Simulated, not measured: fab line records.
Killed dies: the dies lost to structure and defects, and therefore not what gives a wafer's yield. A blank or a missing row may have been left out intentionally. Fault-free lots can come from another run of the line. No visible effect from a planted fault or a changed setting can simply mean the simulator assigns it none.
A struck lot beside a sound one / flow sky130 / 26 out of 708 route steps
Sound: the wafers L295.2, L295.3, L295.6. Struck: wafers L299.1, L299.4, L299.5. Last of all comes the cause.
Per side, at each step with rows, come the tool, then ch with its chambers, and then its first start. Under that, the readings that differ: sound wafers / struck wafers / difference of the means / sigmas: that difference in standard deviations of wafers without a fault.
alike: readings with means less than 2 such deviations apart, plus words and numbers identical on both sides. not compared: withheld readings, readings lacking a value on some wafer, bounds such as >300 that could conceal the same value, and numbers that have no deviation in the record and whose values overlap.
A row with sigmas, a row that says differs or no value, or rows on one side alone: a step with any of these is where the two part. When numbers do not overlap yet have no deviation, they are printed without sigmas and do not part them. A reading that every wafer of one side lacks parts them only if that side has two wafers or more.

first, 5 steps without rows for these wafers: SKY_GATE_OXIDE_COAT_05 (resist thk 1140 nm); SKY_GATE_OXIDE_SOFTBAKE_06 (time 60 s); SKY_GATE_OXIDE_EXPOSE_07 (exposes mask LVOM, target cd 600 nm); SKY_GATE_OXIDE_PEB_08; SKY_GATE_OXIDE_DEVELOP_09 (develop time 60 s).
SKY_GATE_OXIDE_OVL_MEAS_10:
  sound on overlay-02 at day 14 21:09; struck on overlay-01 at day 15 19:57
  alike: GATE_OXIDE_OVL
then, 2 steps without rows for these wafers: SKY_GATE_OXIDE_IMPLANT_11; SKY_GATE_OXIDE_WET_ETCH_12 (etches SiO2 in dHF, target depth 16.8 nm, time 336 s).
SKY_GATE_OXIDE_STRIP_13: strips in O2/N2.
  sound on plasma_asher-04 ch 0,1, day 14 21:26; struck on plasma_asher-02 ch 0,1, day 15 20:14
  alike: drypump_motor_current_A, oes_product_au, strip_time_to_endpoint_s
  not compared: rf_hours_counter_h
SKY_GATE_OXIDE_TW_MEAS_14:
  sound on film_metro-01 at day 14 21:33; struck on film_metro-02 at day 15 20:20
reading=GATE_OXIDE_TW; sound=224.4 225.2 224.1; struck=227.6 227.0 227.1; difference=+2.7; sigmas=+2
then, 2 steps without rows for these wafers: SKY_GATE_OXIDE_CLEAN_15 (cleans in SC1/SC2, time 150 s); SKY_GATE_OXIDE_OXIDATION_16 (stabilise 600 s, purge 300 s, target thk 3.57 nm).
SKY_POLY_GATE_CVD_00: deposits poly-Si, target thk 180 nm, time 720 s.
  sound on lpcvd-01 ch 1, day 15 00:17; struck on lpcvd-01 ch 1, day 15 22:35
reading=model.poly-Si_of_POLY_GATE_CVD_00.thk_nm (nm); sound=180.6 179 179.7; struck=258.4 259.8 259.7; difference=+79.5; sigmas=
  alike: zone_power_centre_pct
SKY_POLY_GATE_THK_MEAS_01:
  sound on film_metro-02 at day 15 02:05; struck on film_metro-03 at day 15 23:47
reading=POLY_GATE_CVD_00_THK (nm); sound=180.6 179.0 179.7; struck=258.3 259.7 259.9; difference=+79.5; sigmas=+57
then, 8 steps without rows for these wafers: SKY_RES_PROTECT_DEHYDRATE_00 (time 60 s); SKY_RES_PROTECT_HMDS_01 (prime time 60 s); SKY_RES_PROTECT_COAT_02 (resist thk 1140 nm); SKY_RES_PROTECT_SOFTBAKE_03 (time 60 s); SKY_RES_PROTECT_EXPOSE_04 (exposes mask RPM, target cd 1270 nm); SKY_RES_PROTECT_PEB_05; SKY_RES_PROTECT_DEVELOP_06 (develop time 60 s); SKY_POLY_GATE_IMPLANT_02.
SKY_RES_PROTECT_STRIP_07: strips in O2/N2.
  sound on plasma_asher-03 ch 0, day 16 05:51; struck on plasma_asher-01 ch 0, day 17 04:00
reading=strip_time_to_endpoint_s (s); sound=23.26 23.29 23.26; struck=23.35 23.41 23.39; difference=+0.11; sigmas=+3
  alike: drypump_motor_current_A, oes_product_au
  not compared: rf_hours_counter_h
SKY_RES_PROTECT_TW_MEAS_08:
  sound on film_metro-01 at day 16 05:58; struck on film_metro-04 at day 17 04:06
  alike: POLY_GATE_TW
SKY_RES_PROTECT_CLEAN_09: cleans in SC1/SC2, time 150 s.
  sound on wet_bench-03 ch 1, day 16 06:01; struck on wet_bench-03 ch 2, day 17 04:10
reading=model.poly-Si_of_POLY_GATE_CVD_00.thk_nm (nm); sound=180 178.3 179; struck=257.8 259.2 259.1; difference=+79.6; sigmas=
then, 1 step without rows for these wafers: SKY_POLY_GATE_CVD_03 (deposits Si3N4 from DCS/NH3, target thk 75 nm, time 1290 s).

WHERE THEY PART
Last at SKY_RES_PROTECT_STRIP_07 as far as this record goes, first at SKY_GATE_OXIDE_TW_MEAS_14. Later steps at which nothing parts them and some readings are alike: SKY_RES_PROTECT_TW_MEAS_08.

WHY: what had been put in by the simulator
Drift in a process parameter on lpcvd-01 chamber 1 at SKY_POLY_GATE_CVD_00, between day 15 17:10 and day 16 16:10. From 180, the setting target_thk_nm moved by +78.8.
